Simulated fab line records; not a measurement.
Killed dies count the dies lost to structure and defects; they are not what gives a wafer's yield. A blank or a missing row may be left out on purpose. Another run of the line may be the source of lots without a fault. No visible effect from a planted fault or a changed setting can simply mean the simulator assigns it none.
A lot that was struck, set against a sound lot || flow sky130 || 15 out of 708 route steps
Sound: the wafers L843.4, L843.5, L843.6. Wafers struck: L856.1, L856.2, L856.6. The cause is named last.
Order at every step that has rows: each side's tool, ch and its chambers, its first start. Under that, the readings that differ: sound wafers || struck wafers || difference of the means || sigmas: that difference in standard deviations of wafers without a fault.
alike: a reading whose means differ by less than 2 such deviations, as well as words and numbers matching on both sides. not compared: withheld readings; readings where some wafer has no value; bounds like >300 that might hide an equal value; numbers whose values overlap and for which the record gives no deviation.
Wherever a step has rows on one side only, a row that says differs or no value, or a row with sigmas, the two part there. When numbers do not overlap yet have no deviation, they are printed without sigmas and do not part them. A reading missing from all wafers of one side parts the sides only when that side holds two or more wafers.

first, 1 step without rows for these wafers: SKY_PASSIVATION_DEVELOP_10 (develop time 60 s).
SKY_PASSIVATION_ETCH_11: etches the open film in CF4/O2, stops on AlCu, target depth 725 nm, time 161.1 s.
  sound on rieDiel-03 ch 0,1, day 45 15:58; struck on rieDiel-02 ch 1,3, day 48 23:10
  alike: drypumpMotorCurrentA, oesProductAu, throttleValvePct
  not compared: rfHoursCounterH
SKY_PASSIVATION_STRIP_12: strips in O2/N2.
  sound on plasmaAsher-02 ch 0,1, day 45 16:07; struck on plasmaAsher-04 ch 0,1, day 48 23:17
  alike: chamberPressureMTorr, drypumpMotorCurrentA, oesProductAu, stripTimeToEndpointS
  not compared: rfHoursCounterH
then, 7 steps without rows for these wafers: SKY_PAD_OPEN_DEHYDRATE_00 (time 60 s); SKY_PAD_OPEN_HMDS_01 (prime time 60 s); SKY_PAD_OPEN_COAT_02 (resist thk 3000 nm); SKY_PAD_OPEN_SOFTBAKE_03; SKY_PAD_OPEN_EXPOSE_04 (exposes mask PDM, target cd 60000 nm); SKY_PAD_OPEN_PEB_05; SKY_PAD_OPEN_DEVELOP_06 (develop time 60 s).
SKY_PAD_OPEN_ETCH_07: etches the open film in CF4/O2, stops on AlCu, target depth 725 nm, time 161.1 s.
  sound on rieDiel-03 ch 0,1, day 46 12:49; struck on rieDiel-03 ch 0,1,2, day 49 16:13
  alike: drypumpMotorCurrentA, oesProductAu, throttleValvePct
  not compared: rfHoursCounterH
SKY_PAD_OPEN_STRIP_08: strips in O2/N2.
  sound on plasmaAsher-02 ch 0,1, day 46 12:57; struck on plasmaAsher-02 ch 0,1, day 49 16:19
  alike: chamberPressureMTorr, drypumpMotorCurrentA, oesProductAu
  not compared: rfHoursCounterH
SKY_PAD_OPEN_STRIP_09: strips in post etch residue remover, time 1200 s.
  sound on wetBench-01 ch 2, day 46 13:01; struck on wetBench-04 ch 1, day 49 16:28
  no value came back on the struck wafers for bathGuardTempC (C), bathHeatDutyPct (%); on the sound wafers bathGuardTempC (C) reads 74.0 74.5 74.0
then, 1 step without rows for these wafers: SKY_PAD_OPEN_CLEAN_10 (cleans in IPA, time 180 s).
SKY_PAD_OPEN_PROBE_99:
  sound on prober-01 at day 46 15:17; struck on prober-01 at day 49 18:34
  alike: defectLimitedYield, killed_at_M0_to_M3, killed_at_M4_up, killedAtContacts, killedAtFrontEnd, killedAtOther, killedDies, killedOpen, killedShort, sort_bin_3_pad_short, sort_bin_5_function, sort_bin_6_memory, sortNPass, sortYieldPct

## WHERE THEY PART
Only at SKY_PAD_OPEN_STRIP_09, within this record. Later steps at which nothing parts them and some readings are alike: SKY_PAD_OPEN_PROBE_99.

WHY: the cause the simulator had injected
Step skipped in full: wetBench-04, at SKY_PAD_OPEN_STRIP_09, from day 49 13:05 onward. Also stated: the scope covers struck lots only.
